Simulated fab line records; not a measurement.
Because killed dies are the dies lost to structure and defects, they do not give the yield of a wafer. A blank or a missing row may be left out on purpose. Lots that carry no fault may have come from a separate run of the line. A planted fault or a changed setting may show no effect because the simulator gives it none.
Which tool was responsible? || flow sky130 || route of 708 steps, sampled at 1 step: 12 lots, 36 wafers

## WHAT THE GAUGES SHOWED, per wafer
SKY_FIELD_ISO_THK_MEAS_25.
{"lot": "L075", "measured": "day 2 11:53", "on": "filmMetro-01", "FIELD_ISO_CVD_24_THK (nm)": "605 599 594"}
{"lot": "L077", "measured": "day 3 01:19", "on": "filmMetro-01", "FIELD_ISO_CVD_24_THK (nm)": "585 591 580"}
{"lot": "L079", "measured": "day 3 12:20", "on": "filmMetro-01", "FIELD_ISO_CVD_24_THK (nm)": "598 597 594"}
{"lot": "L081", "measured": "day 3 20:30", "on": "filmMetro-03", "FIELD_ISO_CVD_24_THK (nm)": "590 590 596"}
{"lot": "L083", "measured": "day 4 09:57", "on": "filmMetro-01", "FIELD_ISO_CVD_24_THK (nm)": "590 592 592"}
{"lot": "L085", "measured": "day 4 15:58", "on": "filmMetro-03", "FIELD_ISO_CVD_24_THK (nm)": "596 595 605"}
{"lot": "L087", "measured": "day 5 02:07", "on": "filmMetro-03", "FIELD_ISO_CVD_24_THK (nm)": "602 602 592"}
{"lot": "L089", "measured": "day 5 13:37", "on": "filmMetro-03", "FIELD_ISO_CVD_24_THK (nm)": "597 592 593"}
{"lot": "L091", "measured": "day 6 01:14", "on": "filmMetro-01", "FIELD_ISO_CVD_24_THK (nm)": "592 595 594"}
{"lot": "L093", "measured": "day 6 10:11", "on": "filmMetro-02", "FIELD_ISO_CVD_24_THK (nm)": "599 589 602"}
{"lot": "L095", "measured": "day 6 21:43", "on": "filmMetro-01", "FIELD_ISO_CVD_24_THK (nm)": "585 585 588"}
{"lot": "L097", "measured": "day 7 08:56", "on": "filmMetro-01", "FIELD_ISO_CVD_24_THK (nm)": "595 589 598"}

## EACH LOT AND THE TOOL THAT RAN IT (in order: tool; ch and the chambers of the sampled wafers; start)
The record shows no process step preceding these readings.

## THE ANSWER, worked out from the rows above alone
Rule: what is usual is taken from the lots themselves. Put in order of their means at a reading, lots are off if they are a third of the lots or fewer, leave a main group of 4 or more, and stand apart from it by a gap of 3 or more times the standard deviation of the main group's means; of several such gaps the widest counts. A main group is skipped when, at the precision printed for the reading in the tables above, its means are all equal. Also off: a lot with no number at a reading for which 4 or more lots have one. Any other lot the step has rows for is counted as sound.
No lot is off on any of the readings shown, so nothing can be concluded from this.

## WHAT THE SIMULATOR HAD INSERTED
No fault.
